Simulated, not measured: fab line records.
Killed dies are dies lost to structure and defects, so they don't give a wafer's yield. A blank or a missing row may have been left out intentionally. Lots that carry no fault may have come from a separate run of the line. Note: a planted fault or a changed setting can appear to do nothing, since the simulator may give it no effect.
Struck lot and sound lot, side by side | flow sky130 | 21 steps out of a route of 708
Sound: wafers L149.2, L149.3, L149.5. Struck: wafers L157.1, L157.3, L157.5. The cause is named last.
Per side, at each step with rows, come the tool, then ch with its chambers, and then its first start. Under that, the readings that differ: sound wafers | struck wafers | difference of the means | sigmas: that difference in standard deviations of wafers without a fault.
alike: same words and numbers on both sides, and readings whose means sit less than 2 such deviations apart. not compared: any withheld reading, any reading some wafer has no value for, any bound like >300 that may hide the same value, and any number with overlapping values for which the record gives no deviation.
Wherever a step has rows on one side only, a row that says differs or no value, or a row with sigmas, the two part there. When numbers do not overlap yet have no deviation, they are printed without sigmas and do not part them. A reading that every wafer of one side lacks parts them only if that side has two wafers or more.

first, 4 steps without rows for these wafers: SKY_VT_ADJUST_LVTN_SOFTBAKE_14 (time 60 s); SKY_VT_ADJUST_LVTN_EXPOSE_15 (exposes mask HVN STD DERIVED, target cd 600 nm); SKY_VT_ADJUST_LVTN_PEB_16; SKY_VT_ADJUST_LVTN_DEVELOP_17 (develop time 60 s).
SKY_VT_ADJUST_LVTN_OVL_MEAS_18:
  sound on overlay-02, day 7 14:24; struck on overlay-02, day 9 17:14
  alike: VT_ADJUST_LVTN_01_OVL
then, 1 step without rows for these wafers: SKY_VT_ADJUST_LVTN_IMPLANT_19.
SKY_VT_ADJUST_LVTN_STRIP_20: strips in O2/N2.
  sound on plasma asher-04 ch 0,1, day 7 14:35; struck on plasma asher-03 ch 0,1, day 9 17:26
  alike: drypump motor current A, oes product au, strip time to endpoint s
  not compared: rf hours counter h
SKY_VT_ADJUST_LVTN_TW_MEAS_21:
  sound on film metro-01, day 7 14:41; struck on film metro-04, day 9 17:32
  reading             | sound             | struck            | difference | sigmas
  VT_ADJUST_LVTN_2_TW | 185.2 184.6 184.7 | 189.7 190.4 189.6 | +5.1       | +2
then, 4 steps without rows for these wafers: SKY_VT_ADJUST_NCORE_DEHYDRATE_00 (time 60 s); SKY_VT_ADJUST_NCORE_HMDS_01 (prime time 60 s); SKY_VT_ADJUST_NCORE_COAT_02 (resist thk 1140 nm); SKY_VT_ADJUST_NCORE_SOFTBAKE_03 (time 60 s).
SKY_VT_ADJUST_NCORE_EXPOSE_04: exposes mask LVTN COMPLEMENT THIN, target cd 380 nm.
  sound on iline stepper-01 ch 0, day 8 00:19; struck on iline stepper-01 ch 0, day 10 04:21
  reading | sound                                                                | struck                                                | difference | sigmas
  mask    | LVTN_COMPLEMENT_THIN#0 LVTN_COMPLEMENT_THIN#0 LVTN_COMPLEMENT_THIN#0 | HVN_STD_DERIVED#0 HVN_STD_DERIVED#0 HVN_STD_DERIVED#0 | differs    |
  alike: focus offset nm
then, 2 steps without rows for these wafers: SKY_VT_ADJUST_NCORE_PEB_05; SKY_VT_ADJUST_NCORE_DEVELOP_06 (develop time 60 s).
SKY_VT_ADJUST_NCORE_CD_MEAS_07: target cd 380 nm.
  sound on cd sem-02, day 8 09:34; struck on cd sem-02, day 10 15:48
  reading    | sound             | struck | difference                    | sigmas
  cd nm (nm) | 384.1 382.7 380.4 | - - -  | no value on the struck wafers |
SKY_VT_ADJUST_NCORE_OVL_MEAS_08:
  sound on overlay-02, day 8 09:40; struck on overlay-01, day 10 15:55
  reading                  | sound       | struck | difference                    | sigmas
  VT_ADJUST_NCORE_OVL (nm) | 1.8 3.1 2.9 | - - -  | no value on the struck wafers |
then, 1 step without rows for these wafers: SKY_VT_ADJUST_NCORE_IMPLANT_09.
SKY_VT_ADJUST_NCORE_STRIP_10: strips in O2/N2.
  sound on plasma asher-04 ch 0,1, day 8 09:51; struck on plasma asher-04 ch 0, day 10 16:06
  alike: drypump motor current A, oes product au, strip time to endpoint s
  not compared: rf hours counter h
SKY_VT_ADJUST_NCORE_TW_MEAS_11:
  sound on film metro-04, day 8 09:58; struck on film metro-03, day 10 16:26
  reading            | sound             | struck         | difference | sigmas
  VT_ADJUST_NCORE_TW | 220.5 221.7 221.5 | 30.6 30.4 30.6 | -190.7     | -99 or more
  not compared: hold
SKY_PAD_OPEN_PROBE_99:
  the record holds rows for the sound wafers here (prober-01, day 45 10:28) but none for the struck ones

## WHERE THEY PART
Earliest at SKY_VT_ADJUST_LVTN_TW_MEAS_21; latest, in this record, at SKY_PAD_OPEN_PROBE_99.

WHY: the cause the simulator had injected
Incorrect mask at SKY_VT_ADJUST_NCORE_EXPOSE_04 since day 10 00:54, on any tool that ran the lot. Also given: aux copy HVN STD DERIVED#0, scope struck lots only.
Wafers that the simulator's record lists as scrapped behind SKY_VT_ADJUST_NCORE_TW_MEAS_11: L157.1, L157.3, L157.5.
